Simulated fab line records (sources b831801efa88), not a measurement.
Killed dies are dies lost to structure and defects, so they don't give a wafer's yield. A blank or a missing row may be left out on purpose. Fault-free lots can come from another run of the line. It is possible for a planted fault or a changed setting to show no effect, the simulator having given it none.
What tool caused it? | flow sky130 | 18 wafers from 6 lots sampled at 3 of the route's 708 steps

WHAT THE GAUGES READ, wafer by wafer
SKY_SD_N_OVL_MEAS_08.
lot  | measured     | on         | SD_N_OVL (nm)
L599 | day 30 00:40 | overlay-01 | -2.0 -0.9 -0.3
L601 | day 30 12:43 | overlay-02 | 229.1 228.9 228.1
L603 | day 31 17:34 | overlay-01 | 228.3 227.5 227.7
L606 | day 31 23:01 | overlay-01 | -2.2 -2.6 -2.0
L608 | day 33 18:40 | overlay-02 | 3.5 4.5 1.1
L616 | day 35 12:22 | overlay-02 | -0.1 1.8 0.4

EACH LOT AND THE TOOL THAT RAN IT (in order: tool; ch and the chambers of the sampled wafers; start)
lot  | SKY_LDD_LDN_STRIP_12                 | SKY_SD_N_EXPOSE_04
L599 | plasma asher-03 ch 0,1, day 25 05:01 | iline stepper-02 ch 0, day 29 10:20
L601 | plasma asher-03 ch 0,1, day 25 16:10 | iline stepper-02 ch 0, day 29 22:32
L603 | plasma asher-02 ch 0,1, day 26 22:08 | iline stepper-02 ch 0, day 31 03:50
L606 | plasma asher-04 ch 0,1, day 27 04:08 | iline stepper-01 ch 0, day 31 09:37
L608 | plasma asher-04 ch 0,1, day 29 04:37 | iline stepper-01 ch 0, day 33 05:46
L616 | plasma asher-02 ch 0,1, day 31 03:16 | iline stepper-01 ch 0, day 35 01:27
- SKY_LDD_LDN_STRIP_12: strips in O2/N2.
- SKY_SD_N_EXPOSE_04: exposes mask NSDM, target cd 380 nm.

THE ANSWER, worked out from the rows above alone
Rule: the usual values come from the lots themselves. Put in order of their means at a reading, lots are off if they are a third of the lots or fewer, leave a main group of 4 or more, and stand apart from it by a gap of 3 or more times the standard deviation of the main group's means; of several such gaps the widest counts. Not used: any main group whose means are identical at the precision the tables above print for the reading. A lot without any number at a reading at which 4 lots or more have one is off too. Any other lot the step has rows for is counted as sound.
Off: at SKY_SD_N_OVL_MEAS_08 (SD_N_OVL), L601, L603. The main group: mean 0.1 nm, standard deviation 2.
If a tool, at a process step before that reading, ran all the lots that are off and no sound lot after the first of them, it fits. The gauges at SKY_SD_N_OVL_MEAS_08 are tried like those tools. One fits: iline stepper-02 at SKY_SD_N_EXPOSE_04. Its last sound lot is L599 (day 29 10:20), its first lot that is off L601 (day 29 22:32): a fault that began between those two fits.

WHAT WAS PUT IN BY THE SIMULATOR
Scanner matching overlay: iline stepper-02, from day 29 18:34 on, at SKY_SD_N_EXPOSE_04. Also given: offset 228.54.
Lots struck among those shown: L601, L603. Same finding as the rule above.
